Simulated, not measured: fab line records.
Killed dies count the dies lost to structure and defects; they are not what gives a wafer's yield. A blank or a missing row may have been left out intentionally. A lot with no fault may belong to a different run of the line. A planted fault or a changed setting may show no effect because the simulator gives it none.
Which tool did it? + flow sfq line + 14 lots, 42 wafers sampled, at 5 steps of a route of 325

## WHAT THE GAUGES READ, wafer by wafer
SFQ_M3_OVL_MEAS_921.
| lot  | measured     | on         | M3_OVL (nm) |
|------|--------------|------------|-------------|
| L852 | day 33 04:03 | overlay-01 | 0 -1 0      |
| L853 | day 33 06:26 | overlay-01 | 17 5 9      |
| L856 | day 35 10:17 | overlay-01 | 1 -1 1      |
| L857 | day 35 16:40 | overlay-02 | 6 -2 8      |
| L858 | day 35 19:40 | overlay-02 | -2 4 2      |
| L860 | day 36 18:59 | overlay-01 | -4 -3 1     |
| L861 | day 42 19:48 | overlay-02 | 7 4 -4      |
| L866 | day 49 22:23 | overlay-01 | 7 -3 7      |
| L867 | day 50 09:10 | overlay-01 | 1 8 4       |
| L868 | day 50 10:22 | overlay-01 | 3 -1 6      |
| L869 | day 50 12:45 | overlay-01 | 1 -5 -5     |
| L871 | day 50 21:09 | overlay-01 | 2 1 -9      |
| L872 | day 52 02:40 | overlay-01 | -7 1 -5     |
| L875 | day 53 17:25 | overlay-02 | 5 8 5       |

SFQ_I7_BOW_MEAS_946.
| lot  | measured     | on            | I7_BOW (um) |
|------|--------------|---------------|-------------|
| L852 | day 70 03:15 | film metro-04 | 23 11 13    |
| L853 | day 71 07:50 | film metro-04 | 1 -3 -1     |
| L856 | day 77 03:52 | film metro-03 | 11 17 22    |
| L857 | day 77 09:53 | film metro-03 | 7 15 13     |
| L858 | day 77 10:10 | film metro-04 | 1 6 11      |
| L860 | day 77 16:10 | film metro-03 | 9 12 15     |
| L861 | day 77 18:52 | film metro-01 | 8 9 15      |
| L866 | day 78 07:52 | film metro-04 | -1 -5 -4    |
| L867 | day 78 09:10 | film metro-01 | 2 13 6      |
| L868 | day 78 15:46 | film metro-04 | 21 0 21     |
| L869 | day 79 08:17 | film metro-01 | -2 -3 8     |
| L871 | day 79 14:59 | film metro-01 | 3 10 19     |
| L872 | day 79 15:30 | film metro-03 | 12 25 8     |
| L875 | day 80 00:31 | film metro-04 | -7 -14 2    |

## WHICH TOOL RAN EACH LOT (tool, then ch and the chambers of the sampled wafers, then the start)
| lot  | SFQ_TRILAYER_M4_STRIP_STRIP_097   | SFQ_TRILAYER_JJ_TRILAYER_DEP_SPUTTER_109 | SFQ_TRILAYER_M5_ETCH_METAL_ETCH_126 |
|------|-----------------------------------|------------------------------------------|-------------------------------------|
| L852 | rie metal-04 ch 0,1, day 45 00:49 | pvd sputter-03, day 46 21:41             | rie metal-01 ch 0,1, day 52 08:40   |
| L853 | rie metal-04 ch 0,1, day 45 06:49 | pvd sputter-06, day 46 22:53             | rie metal-03 ch 0,1, day 52 09:52   |
| L856 | rie metal-02 ch 0,1, day 47 21:13 | pvd sputter-03, day 53 08:37             | rie metal-01 ch 0,1, day 54 18:07   |
| L857 | rie metal-03 ch 0, day 48 02:10   | pvd sputter-03, day 53 17:13             | rie metal-03 ch 0,1, day 54 20:31   |
| L858 | rie metal-02 ch 0,1, day 48 05:46 | pvd sputter-05, day 53 23:13             | rie metal-04 ch 0,1, day 54 23:40   |
| L860 | rie metal-04 ch 0,1, day 48 10:34 | pvd sputter-03, day 54 03:08             | rie metal-01 ch 0,1, day 55 03:16   |
| L861 | rie metal-02 ch 0,1, day 49 02:10 | pvd sputter-06, day 54 11:49             | rie metal-01 ch 0,1, day 55 18:56   |
| L866 | rie metal-02 ch 0,1, day 55 20:12 | pvd sputter-03, day 60 08:06             | rie metal-03 ch 0, day 62 02:03     |
| L867 | rie metal-03 ch 0,1, day 56 12:00 | pvd sputter-06, day 60 21:18             | rie metal-03 ch 0,1, day 62 04:31   |
| L868 | rie metal-03 ch 1, day 56 16:07   | pvd sputter-03, day 61 02:06             | rie metal-04 ch 0,1, day 62 05:39   |
| L869 | rie metal-02 ch 0,1, day 56 17:19 | pvd sputter-05, day 61 04:30             | rie metal-01 ch 0,1, day 62 06:51   |
| L871 | rie metal-03 ch 0,1, day 57 01:43 | pvd sputter-06, day 61 22:20             | rie metal-01 ch 0,1, day 62 09:15   |
| L872 | rie metal-02 ch 0,1, day 57 12:31 | pvd sputter-03, day 62 06:44             | rie metal-01 ch 0,1, day 62 17:47   |
| L875 | rie metal-02 ch 0,1, day 59 03:56 | pvd sputter-03, day 63 11:29             | rie metal-03 ch 0,1, day 68 13:15   |
- SFQ_TRILAYER_M4_STRIP_STRIP_097: strips in O2.
- SFQ_TRILAYER_JJ_TRILAYER_DEP_SPUTTER_109: material Nb, target thk 150 nm, time 100 s.
- SFQ_TRILAYER_M5_ETCH_METAL_ETCH_126: etches Nb in Cl2/BCl3, stops on SiO2, time 203.2 s, target depth 265 nm.

## WHAT THE TOOLS THEMSELVES READ (means of the sampled wafers that have a number; where no wafer has one, the mark that the record gives instead)
SFQ_TRILAYER_M4_STRIP_STRIP_097.
| lot  | tool         | drypump motor current A (A) | oes product au (a.u.) |
|------|--------------|-----------------------------|-----------------------|
| L852 | rie metal-04 | 5.1                         | 1.004                 |
| L853 | rie metal-04 | 5.0                         | 1.011                 |
| L856 | rie metal-02 | 6.4                         | 1.009                 |
| L857 | rie metal-03 | 5.5                         | 1.016                 |
| L858 | rie metal-02 | 6.4                         | 1.005                 |
| L860 | rie metal-04 | 5.3                         | 1.007                 |
| L861 | rie metal-02 | 6.4                         | 0.999                 |
| L866 | rie metal-02 | 6.5                         | 0.992                 |
| L867 | rie metal-03 | 5.9                         | 1.001                 |
| L868 | rie metal-03 | 6.1                         | 0.999                 |
| L869 | rie metal-02 | 6.4                         | 1.001                 |
| L871 | rie metal-03 | 5.7                         | 1.001                 |
| L872 | rie metal-02 | 6.4                         | 1.009                 |
| L875 | rie metal-02 | 6.4                         | 0.995                 |

SFQ_TRILAYER_JJ_TRILAYER_DEP_SPUTTER_109.
| lot  | tool           | cathode dc power W (W) | throttle valve pct (%) |
|------|----------------|------------------------|------------------------|
| L852 | pvd sputter-03 | 1999.9                 | 29.5                   |
| L853 | pvd sputter-06 | 2000.2                 | 29.0                   |
| L856 | pvd sputter-03 | 2000.0                 | 29.6                   |
| L857 | pvd sputter-03 | 2000.2                 | 29.7                   |
| L858 | pvd sputter-05 | 2000.3                 | 28.9                   |
| L860 | pvd sputter-03 | 1999.7                 | 29.6                   |
| L861 | pvd sputter-06 | 1999.8                 | 29.5                   |
| L866 | pvd sputter-03 | 2000.3                 | 29.5                   |
| L867 | pvd sputter-06 | 2000.4                 | 29.7                   |
| L868 | pvd sputter-03 | 2000.0                 | 29.8                   |
| L869 | pvd sputter-05 | 1999.9                 | 29.0                   |
| L871 | pvd sputter-06 | 2000.1                 | 29.4                   |
| L872 | pvd sputter-03 | 2000.0                 | 29.5                   |
| L875 | pvd sputter-03 | 1999.7                 | 29.9                   |

SFQ_TRILAYER_M5_ETCH_METAL_ETCH_126.
| lot  | tool         | drypump motor current A (A) | oes product au (a.u.) |
|------|--------------|-----------------------------|-----------------------|
| L852 | rie metal-01 | 6.0                         | 0.731                 |
| L853 | rie metal-03 | 5.7                         | 0.717                 |
| L856 | rie metal-01 | 5.6                         | 0.724                 |
| L857 | rie metal-03 | 5.9                         | 0.760                 |
| L858 | rie metal-04 | 5.4                         | 0.730                 |
| L860 | rie metal-01 | 5.9                         | 0.751                 |
| L861 | rie metal-01 | 5.6                         | 0.732                 |
| L866 | rie metal-03 | 5.5                         | 0.730                 |
| L867 | rie metal-03 | 5.9                         | 0.726                 |
| L868 | rie metal-04 | 5.0                         | 0.723                 |
| L869 | rie metal-01 | 5.6                         | 0.732                 |
| L871 | rie metal-01 | 6.0                         | 0.723                 |
| L872 | rie metal-01 | 5.6                         | 0.729                 |
| L875 | rie metal-03 | 5.7                         | 0.730                 |

## THE ANSWER, worked out from the rows above alone
Rule: usual is defined by the lots themselves. Put in order of their means at a reading, lots are off if they are a third of the lots or fewer, leave a main group of 4 or more, and stand apart from it by a gap of 3 or more times the standard deviation of the main group's means; of several such gaps the widest counts. The tables above print the reading to a certain number of digits; a main group whose means all agree to those digits is not used. A lot without any number at a reading at which 4 lots or more have one is off too. All remaining lots with rows at the step are treated as sound. After the gauges, taken in route order, come the tools' own readings; for these a lot's mean is taken, as printed above. The first step at which some lot is off is used, and at that step the reading that is off furthest; a lot without a number counts as furthest.
Off: L857, L860 (SFQ_TRILAYER_M5_ETCH_METAL_ETCH_126, oes product au). The main group has a mean of 0.727 a.u. with a standard deviation of 0.0045.
A tool fits if, at that step or a process step before it, it ran every lot that is off, and no sound lot after the first of them. No candidate that was tried fits.

## WHAT THE SIMULATOR HAD INSERTED
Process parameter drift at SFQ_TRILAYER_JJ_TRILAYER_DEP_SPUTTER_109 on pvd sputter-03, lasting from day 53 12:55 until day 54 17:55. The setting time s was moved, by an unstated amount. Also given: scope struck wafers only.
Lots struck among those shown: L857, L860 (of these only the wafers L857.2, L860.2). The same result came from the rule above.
